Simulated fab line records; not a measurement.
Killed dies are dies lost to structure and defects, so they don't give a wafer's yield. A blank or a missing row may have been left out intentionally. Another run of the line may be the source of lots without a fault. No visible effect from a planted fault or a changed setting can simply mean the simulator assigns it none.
Chamber matching + flow sky130 + 4 sister chambers for SKY_VIA4_ETCH_12 on rie_diel-04
The step etches SiO2 in C4F8/O2/Ar, stops on TiN, target depth 580 nm. 8 wafers are shown with their chamber, then 12 later ones without.

## EACH WAFER AND ITS CHAMBER
| wafer  | chamber | oes_product_au (a.u.) |
|--------|---------|-----------------------|
| L088.2 | 0       | 0.918                 |
| L088.3 | 1       | 0.915                 |
| L088.4 | 3       | 0.926                 |
| L088.5 | 3       | 0.926                 |
| L088.6 | 2       | 0.929                 |
| L089.1 | 2       | 0.921                 |
| L089.2 | 0       | 0.923                 |
| L089.3 | 1       | 0.918                 |

## WAFERS WHOSE CHAMBER IS MISSING
| wafer  | oes_product_au (a.u.) |
|--------|-----------------------|
| L089.4 | 0.925                 |
| L089.5 | 0.921                 |
| L089.6 | 0.922                 |
| L091.2 | 0.926                 |
| L091.3 | 0.926                 |
| L091.6 | 0.925                 |
| L092.4 | 0.929                 |
| L092.5 | 0.928                 |
| L092.6 | 0.931                 |
| L097.2 | 0.923                 |
| L097.5 | 0.922                 |
| L097.6 | 0.929                 |

## EACH ONE'S CHAMBER
| wafer  | from the rows above               | in truth |
|--------|-----------------------------------|----------|
| L089.4 | can't be placed: 2 or 3 or 0      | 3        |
| L089.5 | can't be placed: 0 or 2 or 1 or 3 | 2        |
| L089.6 | can't be placed: 0 or 2 or 3 or 1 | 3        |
| L091.2 | can't be placed: 3 or 2 or 0      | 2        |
| L091.3 | can't be placed: 3 or 2 or 0      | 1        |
| L091.6 | can't be placed: 2 or 3 or 0      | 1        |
| L092.4 | can't be placed: 3 or 2 or 0      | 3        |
| L092.5 | can't be placed: 3 or 2 or 0      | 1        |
| L092.6 | can't be placed: 3 or 2 or 0      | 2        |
| L097.2 | can't be placed: 2 or 0 or 3 or 1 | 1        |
| L097.5 | can't be placed: 0 or 2 or 3 or 1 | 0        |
| L097.6 | can't be placed: 3 or 2 or 0      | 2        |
Correct placement for 0 of the 12. Can't be placed from these rows: 12 (the true chamber is among the candidates in 9). Wrongly placed: 0.
How it was worked out, from the rows above alone: a wafer's distance from a chamber is the root of the sum, over the readings, of the square of ((its reading less the chamber's mean) divided by the reading's scatter). If the next closest chamber is less than 2 further off than the closest, the wafer can't be placed; otherwise it belongs to the closest. Each chamber's mean is taken over the wafers shown for it. How the scatter is found: for the shown wafers, subtract from each reading the mean of its chamber, square and add these, divide the total by (wafers less chambers), then take the root.
